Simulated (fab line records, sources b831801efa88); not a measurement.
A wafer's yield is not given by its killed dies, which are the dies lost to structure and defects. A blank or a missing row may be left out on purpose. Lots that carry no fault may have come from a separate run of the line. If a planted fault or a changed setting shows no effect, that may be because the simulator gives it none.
fab line records    flow sky130
record: lots: 6  wafers: 18  last-day: 50
route steps=708 shown LDD_P@263 LDD_HVN@267 LDD_HVP@278 LDD_LDN@289 SPACER@304 PAD_OPEN@708
lots that met no fault: taken from a fault-free run of the same line
start-h: start of the lot's first displayed wafer, in hours after the record's first day    wait-h: time in hours since the lot's previous step    " repeats the value in the row above    L1.1+2: one row covering several wafers at once    - no value, or no start given    * or withheld: withheld    < > ~ a bound
route shown NAME@n: names a module that has steps shown in the file, with the first one's number in the route    usual: average and standard deviation across the fault-free wafers    same: alike in all rows    chamber/n: place in a boat    sites: the reading at each site    _std_site: the values' standard deviation    _edge_site: inner sites' mean taken away from outer sites' mean    radius-mm: how far each site lies from the wafer's centre    mask NAME#n: copy n    behind: tool/chamber where the wafer was last shaped    hold: reason for holding the lot/hours on hold/outcome of the hold    device: transistor that didn't switch, given as n, p or np    end of line: the tests these same wafers got at the end of their route    a step given without rows: its recipe and nothing more    killed: not the wafer's yield, but the dies lost to structure and defects at the first sort    map: per-die view of a wafer (x killed, . not killed, _ where there is no die)
set.NAME: the setting the step ran with; set.NAME@STEP: the setting that earlier step ran with    model.NAME: the simulator's own value behind a step, which no gauge read
lots seen at some steps along the route; tables by step, rows by wafer
services: a tool's chamber out of use, with start hour (start-h, from the record's first day; less than 0 if before it), hours out, and reason
== steps ==
step: SKY_LDD_P_OVL_MEAS_08
usual: LDD_P_OVL: -0.5/1.2
lot.wafer  tool        chamber  start-h  wait-h  LDD_P_OVL[nm]
L806.1     overlay-02  -        471.30   0.1     -0.3
L806.3     "           -        "        "       -0.5
L806.4     "           -        "        "       -0.7
L809.2     overlay-02  -        503.06   0.1     1.8
L809.4     "           -        "        "       3.1
L809.6     "           -        "        "       0.3
L817.2     overlay-02  -        551.42   0.1     -3.5
L817.3     "           -        "        "       -2.0
L817.4     "           -        "        "       -2.3
L819.2     overlay-01  -        564.41   0.1     1.1
L819.4     "           -        "        "       -0.2
L819.5     "           -        "        "       1.2
L824.2     overlay-01  -        619.72   0.1     -0.9
L824.3     "           -        "        "       0.5
L824.5     "           -        "        "       -0.3
L827.1     overlay-01  -        640.97   0.1     -2.4
L827.4     "           -        "        "       -2.1
L827.6     "           -        "        "       -3.4
step: SKY_LDD_P_IMPLANT_09
recipe: species: BF2  energy-kev: 25  dose-cm2: 1e+13  tilt-deg: withheld
step: SKY_LDD_P_STRIP_10
recipe: chemistry: O2/N2  power-w: 1400  pressure-mtorr: 1500  platen-temp-c: withheld  o2-flow-sccm: 3000  n2-flow-sccm: 300  overash-fraction: 0.5
usual: chamber-pressure-mTorr: 1500.0/1.5  drypump-motor-current-A: 5.7/0.52  oes-product-au: 0.716/0.0043  strip-time-to-endpoint-s: 14.16/0.043
lot.wafer  tool             chamber  start-h  wait-h  chamber-pressure-mTorr  drypump-motor-current-A  oes-product-au  rf-hours-counter-h  strip-time-to-endpoint-s
L806.1     plasma-asher-04  1        471.49   0.1     1498.7                  4.8                      0.708           35                  14.24
L806.3     "                0        "        "       1497.0                  6.3                      0.722           -                   14.25
L806.4     "                1        "        "       1501.1                  4.8                      0.717           -                   14.19
L809.2     plasma-asher-02  1        503.24   0.1     1501.2                  5.9                      0.715           82                  14.16
L809.4     "                1        "        "       1500.1                  5.9                      0.718           -                   14.16
L809.6     "                1        "        "       1498.0                  5.9                      0.720           -                   14.16
L817.2     plasma-asher-02  0        551.60   0.1     1499.6                  5.1                      0.715           88                  14.27
L817.3     "                1        "        "       1498.2                  5.9                      0.713           -                   14.24
L817.4     "                0        "        "       1501.2                  5.1                      0.717           -                   14.25
L819.2     plasma-asher-02  0        564.59   0.1     1500.8                  5.1                      0.713           90                  14.14
L819.4     "                0        "        "       1499.8                  5.1                      0.725           -                   14.15
L819.5     "                0        "        "       1502.4                  5.1                      0.715           -                   14.17
L824.2     plasma-asher-04  1        619.90   0.1     1499.6                  4.8                      0.722           47                  14.23
L824.3     "                0        "        "       1502.0                  6.4                      0.715           -                   14.22
L824.5     "                1        "        "       1498.6                  4.8                      0.721           -                   14.15
L827.1     plasma-asher-03  1        641.15   0.1     1499.6                  5.8                      0.715           84                  14.20
L827.4     "                1        "        "       1497.3                  5.8                      0.716           -                   14.22
L827.6     "                1        "        "       1499.8                  5.8                      0.713           -                   14.23
step: SKY_LDD_P_TW_MEAS_11
usual: LDD_P_TW: 636/4.3
lot.wafer  tool           chamber  start-h  wait-h  LDD_P_TW
L806.1     film-metro-03  -        471.59   0.1     634
L806.3     "              -        "        "       636
L806.4     "              -        "        "       637
L809.2     film-metro-04  -        503.35   0.1     647
L809.4     "              -        "        "       645
L809.6     "              -        "        "       644
L817.2     film-metro-03  -        551.71   0.1     636
L817.3     "              -        "        "       634
L817.4     "              -        "        "       631
L819.2     film-metro-02  -        564.70   0.1     635
L819.4     "              -        "        "       637
L819.5     "              -        "        "       635
L824.2     film-metro-02  -        620.01   0.1     629
L824.3     "              -        "        "       632
L824.5     "              -        "        "       633
L827.1     film-metro-03  -        641.25   0.1     639
L827.4     "              -        "        "       636
L827.6     "              -        "        "       635
step: SKY_LDD_HVN_DEHYDRATE_00
recipe: temp-c: 200  time-s: 60
step: SKY_LDD_HVN_HMDS_01
recipe: prime-time-s: 60  prime-temp-c: 120
step: SKY_LDD_HVN_COAT_02
recipe: resist: NOVOLAK  spin-rpm: 3000  resist-thk-nm: 300
step: SKY_LDD_HVN_SOFTBAKE_03
recipe: temp-c: 90  time-s: 60  resist: NOVOLAK
step: SKY_LDD_HVN_EXPOSE_04
recipe: mask-id: HVNTM  na: 0.6  source-shape: conventional  sigma-outer: 0.6  polarization: unpolarized  target-cd-nm: 700  dose-mj: 127
step: SKY_LDD_HVN_PEB_05
recipe: temp-c: withheld  time-s: *  resist: NOVOLAK
step: SKY_LDD_HVN_DEVELOP_06
recipe: resist: NOVOLAK  developer: TMAH  develop-time-s: 60  dev-temp-c: 23
step: SKY_LDD_HVN_OVL_MEAS_07
usual: LDD_HVN_OVL: -0.6/1.3
lot.wafer  tool        chamber  start-h  wait-h  LDD_HVN_OVL[nm]
L806.1     overlay-02  -        501.98   0.1     0.6
L806.3     "           -        "        "       -0.6
L806.4     "           -        "        "       1.1
L809.2     overlay-02  -        532.84   0.1     -0.4
L809.4     "           -        "        "       -1.2
L809.6     "           -        "        "       0.3
L817.2     overlay-02  -        581.64   0.1     -1.8
L817.3     "           -        "        "       -0.3
L817.4     "           -        "        "       -2.7
L819.2     overlay-02  -        594.09   0.1     0.4
L819.4     "           -        "        "       -0.3
L819.5     "           -        "        "       -0.3
L824.2     overlay-01  -        648.30   0.1     -2.2
L824.3     "           -        "        "       -0.6
L824.5     "           -        "        "       -0.2
L827.1     overlay-02  -        669.14   0.1     1.3
L827.4     "           -        "        "       0.8
L827.6     "           -        "        "       0.7
step: SKY_LDD_HVN_IMPLANT_08
recipe: species: P  energy-kev: 60.67  dose-cm2: 3e+13  tilt-deg: 40
lot.wafer   tool          chamber  start-h  wait-h
L806.1+3+4  implanter-03  0        502.02   0.0
L809.2+4+6  implanter-02  0        532.89   0.0
L817.2+3+4  implanter-03  0        581.69   0.0
L819.2+4+5  implanter-03  0        594.15   0.0
L824.2+3+5  implanter-01  0        648.35   0.0
L827.1+4+6  implanter-03  0        669.18   0.0
step: SKY_LDD_HVN_STRIP_09
recipe: chemistry: O2/N2  power-w: 1400  pressure-mtorr: 1500  platen-temp-c: withheld  o2-flow-sccm: 3000  n2-flow-sccm: 300  overash-fraction: 0.5
usual: chamber-pressure-mTorr: 1499.9/1.3  drypump-motor-current-A: 5.6/0.59  oes-product-au: 0.408/0.0048  strip-time-to-endpoint-s: 4.131/0.016
lot.wafer  tool             chamber  start-h  wait-h  chamber-pressure-mTorr  drypump-motor-current-A  oes-product-au  rf-hours-counter-h  strip-time-to-endpoint-s
L806.1     plasma-asher-04  1        502.17   0.1     1501.6                  4.8                      0.417           38                  4.164
L806.3     "                1        "        "       1500.1                  4.8                      0.409           -                   4.152
L806.4     "                0        "        "       1498.0                  6.3                      0.412           -                   4.148
L809.2     plasma-asher-01  1        533.02   0.1     1499.4                  5.9                      0.406           10                  4.107
L809.4     "                0        "        "       1499.6                  5.6                      0.405           -                   4.138
L809.6     "                0        "        "       1500.6                  5.6                      0.402           -                   4.107
L817.2     plasma-asher-04  0        581.82   0.1     1498.6                  6.3                      0.400           44                  4.140
L817.3     "                1        "        "       1498.9                  4.8                      0.410           -                   4.101
L817.4     "                0        "        "       1499.0                  6.3                      0.396           -                   4.133
L819.2     plasma-asher-04  1        594.27   0.1     1502.6                  4.8                      0.413           45                  4.139
L819.4     "                1        "        "       1501.7                  4.8                      0.406           -                   4.150
L819.5     "                1        "        "       1497.7                  4.8                      0.407           -                   4.117
L824.2     plasma-asher-04  1        648.48   0.1     1501.6                  4.8                      0.408           50                  4.124
L824.3     "                1        "        "       1499.0                  4.8                      0.405           -                   4.124
L824.5     "                1        "        "       1500.4                  4.8                      0.414           -                   4.137
L827.1     plasma-asher-04  1        669.33   0.1     1499.7                  4.8                      0.409           52                  4.127
L827.4     "                0        "        "       1501.8                  6.4                      0.419           -                   4.139
L827.6     "                0        "        "       1500.5                  6.3                      0.411           -                   4.153
step: SKY_LDD_HVN_TW_MEAS_10
usual: LDD_HVN_TW: 1446/12
lot.wafer  tool           chamber  start-h  wait-h  LDD_HVN_TW
L806.1     film-metro-02  -        502.27   0.1     1429
L806.3     "              -        "        "       1441
L806.4     "              -        "        "       1433
L809.2     film-metro-03  -        533.13   0.1     1432
L809.4     "              -        "        "       1443
L809.6     "              -        "        "       1440
L817.2     film-metro-02  -        581.93   0.1     1420
L817.3     "              -        "        "       1417
L817.4     "              -        "        "       1427
L819.2     film-metro-02  -        594.38   0.1     1420
L819.4     "              -        "        "       1427
L819.5     "              -        "        "       1422
L824.2     film-metro-03  -        648.59   0.1     1439
L824.3     "              -        "        "       1438
L824.5     "              -        "        "       1440
L827.1     film-metro-01  -        669.43   0.1     1465
L827.4     "              -        "        "       1468
L827.6     "              -        "        "       1463
step: SKY_LDD_HVP_DEHYDRATE_00
recipe: temp-c: 200  time-s: 60
step: SKY_LDD_HVP_HMDS_01
recipe: prime-time-s: 60  prime-temp-c: 120
step: SKY_LDD_HVP_COAT_02
recipe: resist: NOVOLAK  spin-rpm: 3000  resist-thk-nm: 300
step: SKY_LDD_HVP_SOFTBAKE_03
recipe: temp-c: 90  time-s: 60  resist: NOVOLAK
step: SKY_LDD_HVP_EXPOSE_04
recipe: mask-id: HVPTM  na: 0.6  source-shape: conventional  sigma-outer: 0.6  polarization: unpolarized  target-cd-nm: 700  dose-mj: 86
step: SKY_LDD_HVP_PEB_05
recipe: temp-c: withheld  time-s: *  resist: NOVOLAK
step: SKY_LDD_HVP_DEVELOP_06
recipe: resist: NOVOLAK  developer: TMAH  develop-time-s: 60  dev-temp-c: 23
step: SKY_LDD_HVP_OVL_MEAS_07
usual: LDD_HVP_OVL: 0.6/1.5
lot.wafer  tool        chamber  start-h  wait-h  LDD_HVP_OVL[nm]
L806.1     overlay-01  -        532.53   0.1     1.7
L806.3     "           -        "        "       0.4
L806.4     "           -        "        "       0.7
L809.2     overlay-01  -        562.68   0.1     -0.6
L809.4     "           -        "        "       -1.2
L809.6     "           -        "        "       1.3
L817.2     overlay-02  -        611.15   0.1     1.5
L817.3     "           -        "        "       1.0
L817.4     "           -        "        "       -0.3
L819.2     overlay-02  -        623.83   0.1     -0.2
L819.4     "           -        "        "       0.1
L819.5     "           -        "        "       1.4
L824.2     overlay-02  -        676.99   0.1     -0.3
L824.3     "           -        "        "       1.7
L824.5     "           -        "        "       2.6
L827.1     overlay-02  -        697.54   0.1     -0.1
L827.4     "           -        "        "       -1.1
L827.6     "           -        "        "       -0.5
step: SKY_LDD_HVP_IMPLANT_08
recipe: species: B  energy-kev: 20  dose-cm2: 1.7e+13  tilt-deg: 17.9
step: SKY_LDD_HVP_STRIP_09
recipe: chemistry: O2/N2  power-w: 1400  pressure-mtorr: 1500  platen-temp-c: withheld  o2-flow-sccm: 3000  n2-flow-sccm: 300  overash-fraction: 0.5
usual: chamber-pressure-mTorr: 1500.0/1.2  drypump-motor-current-A: 5.8/0.44  oes-product-au: 0.409/0.0041  strip-time-to-endpoint-s: 4.137/0.016
lot.wafer  tool             chamber  start-h  wait-h  chamber-pressure-mTorr  drypump-motor-current-A  oes-product-au  rf-hours-counter-h  strip-time-to-endpoint-s
L806.1     plasma-asher-03  0        532.72   0.1     1500.7                  6.2                      0.402           72                  4.126
L806.3     "                1        "        "       1501.0                  5.8                      0.399           -                   4.125
L806.4     "                0        "        "       1500.5                  6.2                      0.407           -                   4.148
L809.2     plasma-asher-03  0        562.86   0.1     1500.2                  6.2                      0.403           75                  4.155
L809.4     "                0        "        "       1498.9                  6.2                      0.417           -                   4.143
L809.6     "                0        "        "       1498.1                  6.2                      0.418           -                   4.153
L817.2     plasma-asher-01  0        611.33   0.1     1500.5                  5.6                      0.410           18                  4.159
L817.3     "                1        "        "       1498.9                  5.9                      0.416           -                   4.164
L817.4     "                0        "        "       1499.0                  5.6                      0.409           -                   4.155
L819.2     plasma-asher-04  0        624.01   0.1     1500.0                  6.3                      0.403           47                  4.118
L819.4     "                0        "        "       1499.1                  6.3                      0.408           -                   4.112
L819.5     "                0        "        "       1500.0                  6.4                      0.404           -                   4.110
L824.2     plasma-asher-03  0        677.17   0.1     1499.1                  6.2                      0.410           87                  4.108
L824.3     "                0        "        "       1501.0                  6.2                      0.416           -                   4.132
L824.5     "                0        "        "       1501.1                  6.2                      0.409           -                   4.134
L827.1     plasma-asher-01  1        697.73   0.1     1497.9                  5.9                      0.409           27                  4.134
L827.4     "                0        "        "       1500.4                  5.6                      0.412           -                   4.143
L827.6     "                0        "        "       1498.7                  5.6                      0.406           -                   4.166
step: SKY_LDD_HVP_TW_MEAS_10
usual: LDD_HVP_TW: 458/3.3
lot.wafer  tool           chamber  start-h  wait-h  LDD_HVP_TW
L806.1     film-metro-02  -        532.82   0.1     458
L806.3     "              -        "        "       457
L806.4     "              -        "        "       458
L809.2     film-metro-01  -        562.97   0.1     461
L809.4     "              -        "        "       461
L809.6     "              -        "        "       459
L817.2     film-metro-02  -        611.44   0.1     454
L817.3     "              -        "        "       454
L817.4     "              -        "        "       457
L819.2     film-metro-04  -        624.12   0.1     456
L819.4     "              -        "        "       457
L819.5     "              -        "        "       457
L824.2     film-metro-02  -        677.28   0.1     457
L824.3     "              -        "        "       458
L824.5     "              -        "        "       457
L827.1     film-metro-02  -        697.83   0.1     453
L827.4     "              -        "        "       454
L827.6     "              -        "        "       455
step: SKY_LDD_LDN_DEHYDRATE_00
recipe: temp-c: 200  time-s: 60
step: SKY_LDD_LDN_HMDS_01
recipe: prime-time-s: 60  prime-temp-c: 120
step: SKY_LDD_LDN_COAT_02
recipe: resist: NOVOLAK  spin-rpm: 3000  resist-thk-nm: 1140
step: SKY_LDD_LDN_SOFTBAKE_03
recipe: temp-c: 90  time-s: 60  resist: NOVOLAK
step: SKY_LDD_LDN_EXPOSE_04
recipe: mask-id: LDNTM  na: 0.6  source-shape: conventional  sigma-outer: 0.6  polarization: unpolarized  target-cd-nm: 700  dose-mj: 140
step: SKY_LDD_LDN_PEB_05
recipe: temp-c: withheld  time-s: *  resist: NOVOLAK
step: SKY_LDD_LDN_DEVELOP_06
recipe: resist: NOVOLAK  developer: TMAH  develop-time-s: 60  dev-temp-c: 23
step: SKY_LDD_LDN_OVL_MEAS_07
usual: LDD_LDN_OVL: 0.1/1.4
lot.wafer  tool        chamber  start-h  wait-h  LDD_LDN_OVL[nm]
L806.1     overlay-01  -        562.40   0.1     -0.2
L806.3     "           -        "        "       1.2
L806.4     "           -        "        "       0.2
L809.2     overlay-01  -        592.83   0.1     3.5
L809.4     "           -        "        "       1.4
L809.6     "           -        "        "       2.2
L817.2     overlay-02  -        641.15   0.1     1.0
L817.3     "           -        "        "       -2.1
L817.4     "           -        "        "       0.8
L819.2     overlay-02  -        652.65   0.1     2.3
L819.4     "           -        "        "       3.1
L819.5     "           -        "        "       2.8
L824.2     overlay-02  -        705.10   0.1     -4.5
L824.3     "           -        "        "       -1.3
L824.5     "           -        "        "       -2.5
L827.1     overlay-02  -        724.85   0.1     -0.3
L827.4     "           -        "        "       0.2
L827.6     "           -        "        "       1.0
step: SKY_LDD_LDN_IMPLANT_08
recipe: species: As  energy-kev: 15  dose-cm2: 1.25e+13  tilt-deg: withheld  rotation-deg: 23
step: SKY_LDD_LDN_IMPLANT_09
recipe: species: As  energy-kev: 15  dose-cm2: 1.25e+13  tilt-deg: withheld  rotation-deg: 113
step: SKY_LDD_LDN_IMPLANT_10
recipe: species: As  energy-kev: 15  dose-cm2: 1.237e+13  tilt-deg: withheld  rotation-deg: 203
step: SKY_LDD_LDN_IMPLANT_11
recipe: species: As  energy-kev: 15  dose-cm2: 1.25e+13  tilt-deg: withheld  rotation-deg: 293
step: SKY_LDD_LDN_STRIP_12
recipe: chemistry: O2/N2  power-w: 1400  pressure-mtorr: 1500  platen-temp-c: withheld  o2-flow-sccm: 3000  n2-flow-sccm: 300  overash-fraction: 0.5
usual: chamber-pressure-mTorr: 1499.9/1.3  drypump-motor-current-A: 5.7/0.35  oes-product-au: 0.715/0.004  strip-time-to-endpoint-s: 14.19/0.038
lot.wafer  tool             chamber  start-h  wait-h  chamber-pressure-mTorr  drypump-motor-current-A  oes-product-au  rf-hours-counter-h  strip-time-to-endpoint-s
L806.1     plasma-asher-02  1        563.03   0.1     1496.0                  5.9                      0.713           89                  14.17
L806.3     "                0        "        "       1499.9                  5.1                      0.719           -                   14.22
L806.4     "                1        "        "       1497.3                  5.9                      0.718           -                   14.17
L809.2     plasma-asher-02  0        593.46   0.1     1498.4                  5.1                      0.712           92                  14.22
L809.4     "                0        "        "       1498.1                  5.2                      0.711           -                   14.28
L809.6     "                0        "        "       1500.7                  5.2                      0.716           -                   14.23
L817.2     plasma-asher-02  0        641.78   0.1     1498.7                  5.2                      0.713           96                  14.23
L817.3     "                0        "        "       1502.1                  5.1                      0.719           -                   14.17
L817.4     "                1        "        "       1499.2                  5.9                      0.717           -                   14.17
L819.2     plasma-asher-03  1        653.28   0.1     1499.4                  5.8                      0.714           85                  14.24
L819.4     "                0        "        "       1500.8                  6.2                      0.708           -                   14.26
L819.5     "                0        "        "       1500.7                  6.2                      0.712           -                   14.20
L824.2     plasma-asher-03  1        705.73   0.1     1501.4                  5.8                      0.712           90                  14.23
L824.3     "                1        "        "       1500.5                  5.8                      0.712           -                   14.26
L824.5     "                0        "        "       1502.3                  6.3                      0.717           -                   14.23
L827.1     plasma-asher-01  1        725.48   0.1     1498.0                  5.9                      0.717           29                  14.20
L827.4     "                1        "        "       1498.7                  5.9                      0.709           -                   14.20
L827.6     "                1        "        "       1500.4                  5.9                      0.708           -                   14.16
step: SKY_LDD_LDN_TW_MEAS_13
usual: LDD_LDN_TW: 1485/9.2
lot.wafer  tool           chamber  start-h  wait-h  LDD_LDN_TW
L806.1     film-metro-03  -        563.13   0.1     1468
L806.3     "              -        "        "       1469
L806.4     "              -        "        "       1471
L809.2     film-metro-03  -        593.57   0.1     1470
L809.4     "              -        "        "       1475
L809.6     "              -        "        "       1479
L817.2     film-metro-03  -        641.89   0.1     1478
L817.3     "              -        "        "       1474
L817.4     "              -        "        "       1469
L819.2     film-metro-04  -        653.39   0.1     1495
L819.4     "              -        "        "       1486
L819.5     "              -        "        "       1488
L824.2     film-metro-04  -        705.84   0.1     1484
L824.3     "              -        "        "       1487
L824.5     "              -        "        "       1479
L827.1     film-metro-03  -        725.58   0.1     1478
L827.4     "              -        "        "       1477
L827.6     "              -        "        "       1468
step: SKY_LDD_LDN_CLEAN_14
recipe: chemistry: SC1/SC2  mix: 1:4:20  temp-c: 70  time-s: 150  dry: n2-spin
step: SKY_SPACER_CVD_00
recipe: material: Si3N4  precursor: DCS/NH3  target-thk-nm: 43.1  temp-c: 770  time-s: 740  pressure-mtorr: 250
step: SKY_PAD_OPEN_PROBE_99
usual: killed_at_M0_to_M3: 43/7.4  killed_at_M4_up: 3.1/1.8  killed-at-contacts: 26/5.6  killed-at-front-end: 15/4.9  killed-at-other: 0.2/0.44  killed-dies: 87/10  killed-open: 48/7.6  killed-short: 39/6.2
same: gross-dies: 492  killed-at-back-side: 0
lot.wafer  tool       chamber  start-h  wait-h  killed_at_M0_to_M3  killed_at_M4_up  killed-at-contacts  killed-at-front-end  killed-at-other  killed-dies  killed-open  killed-short  model.etest.tip_n_5v.rs-ohm-sq-range  model.etest.tip_n_5v.rs-ohm-sq-rim-less-centre  model.etest.nfet-g5v0d10v5.vt-v-range
L806.1     prober-02  -        1100.05  0.1     35                  4                29                  10                   0                78           44           31            27.94                                 12.25                                           0.0158
L806.3     prober-02  -        1100.15  0.2     48                  2                27                  14                   0                91           49           42            24.62                                 5.547                                           0.01532
L806.4     prober-02  -        1100.20  0.2     43                  4                26                  16                   0                89           55           34            36.15                                 1.702                                           0.008304
L809.2     prober-01  -        1121.90  0.1     40                  5                19                  22                   0                86           36           50            23.04                                 -5.31                                           0.01237
L809.4     prober-01  -        1122.00  0.2     41                  2                21                  19                   1                84           46           36            32.99                                 8.055                                           0.0175
L809.6     prober-01  -        1122.10  0.2     46                  2                29                  19                   1                97           54           43            32.63                                 7.312                                           0.01432
L817.2     prober-02  -        1153.12  0.1     34                  2                34                  15                   0                85           49           36            274.4                                 83.16                                           0.01941
L817.3     prober-02  -        1153.17  0.2     26                  3                18                  13                   0                60           32           28            249.9                                 75.34                                           0.01702
L817.4     prober-02  -        1153.22  0.2     40                  1                21                  21                   0                83           45           38            255.7                                 78.78                                           0.01329
L819.2     prober-02  -        1161.02  0.1     33                  2                34                  12                   0                81           44           37            246.3                                 65.84                                           0.01556
L819.4     prober-02  -        1161.12  0.2     45                  3                23                  14                   0                85           50           35            273.9                                 59.75                                           0.02416
L819.5     prober-02  -        1161.17  0.2     45                  1                26                  25                   1                98           55           41            253.5                                 60                                              0.02402
L824.2     prober-02  -        1192.74  0.1     37                  2                23                  16                   0                78           41           37            21.69                                 2.213                                           0.01902
L824.3     prober-02  -        1192.79  0.2     42                  3                35                  17                   0                97           52           45            28.92                                 12.6                                            0.01423
L824.5     prober-02  -        1192.89  0.2     32                  5                29                  14                   0                80           43           36            26.06                                 -10.08                                          0.01285
L827.1     prober-01  -        1201.60  0.1     39                  2                31                  12                   0                84           47           37            22.17                                 4.548                                           0.01185
L827.4     prober-01  -        1201.75  0.2     42                  2                26                  11                   0                81           45           36            25.72                                 9.163                                           0.01486
L827.6     prober-01  -        1201.85  0.2     58                  1                26                  17                   0                102          57           44            36.42                                 1.327                                           0.01433
killed by level:class
L806.1 CONTACT:geometric-particle:open=14 VIA3:geometric-particle:open=8 CONTACT:geometric-particle:short=7 VIA2:geometric-particle:open=6 VIA3:geometric-particle:short=5 FIELD_ISO:geometric-particle:open=3 POLY_GATE:geometric-particle:short=3 POLY_GATE:geometric-particle:open=3
L806.3 VIA1:geometric-particle:open=17 CONTACT:geometric-particle:open=8 LI_CONTACT:geometric-particle:open=7 METAL2:geometric-particle:short=7 VIA2:geometric-particle:open=7 CONTACT:geometric-particle:short=6 POLY_GATE:geometric-particle:short=5 FIELD_ISO:geometric-particle:short=4
L806.4 CONTACT:geometric-particle:open=10 VIA1:geometric-particle:open=9 LI_CONTACT:geometric-particle:open=8 VIA2:geometric-particle:open=7 VIA3:geometric-particle:open=6 METAL2:geometric-particle:short=5 POLY_GATE:geometric-particle:open=4 POLY_GATE:geometric-particle:short=4
L809.2 VIA2:geometric-particle:open=10 LI_CONTACT:geometric-particle:open=8 POLY_GATE:geometric-particle:short=7 VIA2:geometric-particle:short=7 VIA1:geometric-particle:open=6 FIELD_ISO:geometric-particle:short=5 POLY_GATE:geometric-particle:open=5 CONTACT:geometric-particle:short=5
L809.4 CONTACT:geometric-particle:open=15 VIA3:geometric-particle:open=8 METAL2:geometric-particle:short=8 VIA2:geometric-particle:open=6 FIELD_ISO:geometric-particle:short=5 POLY_GATE:geometric-particle:short=5 VIA1:geometric-particle:open=5 FIELD_ISO:geometric-particle:open=4
L809.6 CONTACT:geometric-particle:open=13 VIA1:geometric-particle:open=11 VIA2:geometric-particle:open=8 CONTACT:geometric-particle:short=7 FIELD_ISO:geometric-particle:open=7 METAL2:geometric-particle:short=7 FIELD_ISO:geometric-particle:short=5 LI_CONTACT:geometric-particle:open=4
L817.2 CONTACT:geometric-particle:open=14 VIA1:geometric-particle:open=10 FIELD_ISO:geometric-particle:open=7 CONTACT:geometric-particle:short=7 METAL2:geometric-particle:short=7 LI_CONTACT:geometric-particle:open=6 LOCAL_INTERCONNECT:geometric-particle:short=5 FIELD_ISO:geometric-particle:short=4
L817.3 CONTACT:geometric-particle:open=9 VIA1:geometric-particle:open=7 VIA1:geometric-particle:short=4 FIELD_ISO:geometric-particle:short=3 POLY_GATE:geometric-particle:open=3 SPACER:geometric-particle:open=3 CONTACT:geometric-particle:short=3 VIA2:geometric-particle:open=3
L817.4 CONTACT:geometric-particle:open=8 VIA2:geometric-particle:open=7 LI_CONTACT:geometric-particle:open=6 FIELD_ISO:geometric-particle:open=5 METAL1:geometric-particle:short=5 VIA1:geometric-particle:open=5 METAL2:geometric-particle:short=5 METAL3:geometric-particle:short=5
L819.2 VIA1:geometric-particle:open=9 LOCAL_INTERCONNECT:geometric-particle:short=8 LI_CONTACT:geometric-particle:open=7 VIA3:geometric-particle:open=7 CONTACT:geometric-particle:open=7 POLY_GATE:geometric-particle:short=5 LI_CONTACT:geometric-particle:short=5 VIA1:geometric-particle:short=5
L819.4 VIA1:geometric-particle:open=14 CONTACT:geometric-particle:open=11 VIA2:geometric-particle:open=9 FIELD_ISO:geometric-particle:short=5 LI_CONTACT:geometric-particle:open=4 VIA1:geometric-particle:short=4 CONTACT:geometric-particle:short=4 METAL3:geometric-particle:short=4
L819.5 VIA1:geometric-particle:open=17 POLY_GATE:geometric-particle:short=8 CONTACT:geometric-particle:short=8 VIA3:geometric-particle:open=8 CONTACT:geometric-particle:open=6 POLY_GATE:geometric-particle:open=6 LI_CONTACT:geometric-particle:open=6 FIELD_ISO:geometric-particle:open=4
L824.2 VIA1:geometric-particle:open=8 LI_CONTACT:geometric-particle:open=7 LOCAL_INTERCONNECT:geometric-particle:short=7 VIA3:geometric-particle:open=6 VIA1:geometric-particle:short=5 FIELD_ISO:geometric-particle:open=4 POLY_GATE:geometric-particle:open=4 VIA2:geometric-particle:open=4
L824.3 CONTACT:geometric-particle:short=12 LI_CONTACT:geometric-particle:open=9 CONTACT:geometric-particle:open=8 VIA1:geometric-particle:open=8 VIA2:geometric-particle:open=7 FIELD_ISO:geometric-particle:open=6 METAL1:geometric-particle:short=6 VIA3:geometric-particle:open=5
L824.5 CONTACT:geometric-particle:open=10 LI_CONTACT:geometric-particle:open=8 VIA3:geometric-particle:open=7 METAL1:geometric-particle:short=6 METAL2:geometric-particle:short=6 POLY_GATE:geometric-particle:short=5 CONTACT:geometric-particle:short=5 POLY_GATE:geometric-particle:open=4
L827.1 CONTACT:geometric-particle:open=9 VIA1:geometric-particle:open=8 METAL2:geometric-particle:short=6 LOCAL_INTERCONNECT:geometric-particle:short=6 VIA3:geometric-particle:open=6 FIELD_ISO:geometric-particle:open=5 CONTACT:geometric-particle:short=5 FIELD_ISO:geometric-particle:short=4
L827.4 VIA1:geometric-particle:open=12 LI_CONTACT:geometric-particle:open=9 CONTACT:geometric-particle:open=7 VIA3:geometric-particle:open=7 CONTACT:geometric-particle:short=6 METAL1:geometric-particle:short=6 POLY_GATE:geometric-particle:open=4 VIA1:geometric-particle:short=4
L827.6 VIA1:geometric-particle:open=19 CONTACT:geometric-particle:open=9 METAL2:geometric-particle:short=8 FIELD_ISO:geometric-particle:open=6 LI_CONTACT:geometric-particle:open=6 VIA2:geometric-particle:open=6 LOCAL_INTERCONNECT:geometric-particle:short=5 METAL1:geometric-particle:short=5
== services ==
tool             chamber  start-h  hours  kind
plasma-asher-01  -        450.24   2.9    repair
implanter-03     -        452.63   3.2    pm
plasma-asher-02  -        471.75   1.2    repair
implanter-01     -        497.58   1.7    repair
plasma-asher-04  -        516.22   2.9    repair
implanter-02     -        522.19   1.1    repair
plasma-asher-04  -        524.77   28.1   pm
implanter-02     -        527.12   5.6    repair
plasma-asher-01  -        551.75   12.5   repair
implanter-02     -        567.93   3.8    pm
implanter-03     -        569.74   4.8    repair
implanter-01     -        574.54   3.2    pm
implanter-03     -        590.13   2.3    repair
plasma-asher-02  -        611.65   2.8    pm
plasma-asher-02  -        616.86   4.6    repair
plasma-asher-04  -        620.58   3.2    repair
implanter-01     -        668.16   2.5    repair
plasma-asher-01  -        673.62   3.8    repair
implanter-03     -        680.61   4.1    pm
== key ==
first-sign: step: SKY_LDD_HVN_TW_MEAS_10  reading: LDD_HVN_TW  direction: down  sigmas: 2  usual: 1446  struck: 1422
effect none on later readings
model-effect: step: SKY_PAD_OPEN_PROBE_99  value: etest.tip_n_5v.rs-ohm-sq-range  without: 28.58  struck: 258.9
met-at SKY_LDD_HVN_IMPLANT_08
struck-wafers L817.2,L817.3,L817.4,L819.2,L819.4,L819.5
tester-left-out L817,L819
onset-between 502.02 581.69
also-fits SKY_LDD_P_STRIP_10:plasma-asher-02
fault: kind: process-parameter-drift  tool: implanter-03  chamber: -  onset-h: 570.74  steps: SKY_LDD_HVN_IMPLANT_08  channel: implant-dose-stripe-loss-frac  offset: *  shape: step  end-h: 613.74
tester-left-out: of these lots the tester's yield and bins aren't shown, on N5 and GAA mostly nor the transistor test; their killed dies are dies lost to structure and defects alone, not to doping, threshold or leakage, so they don't give the yield
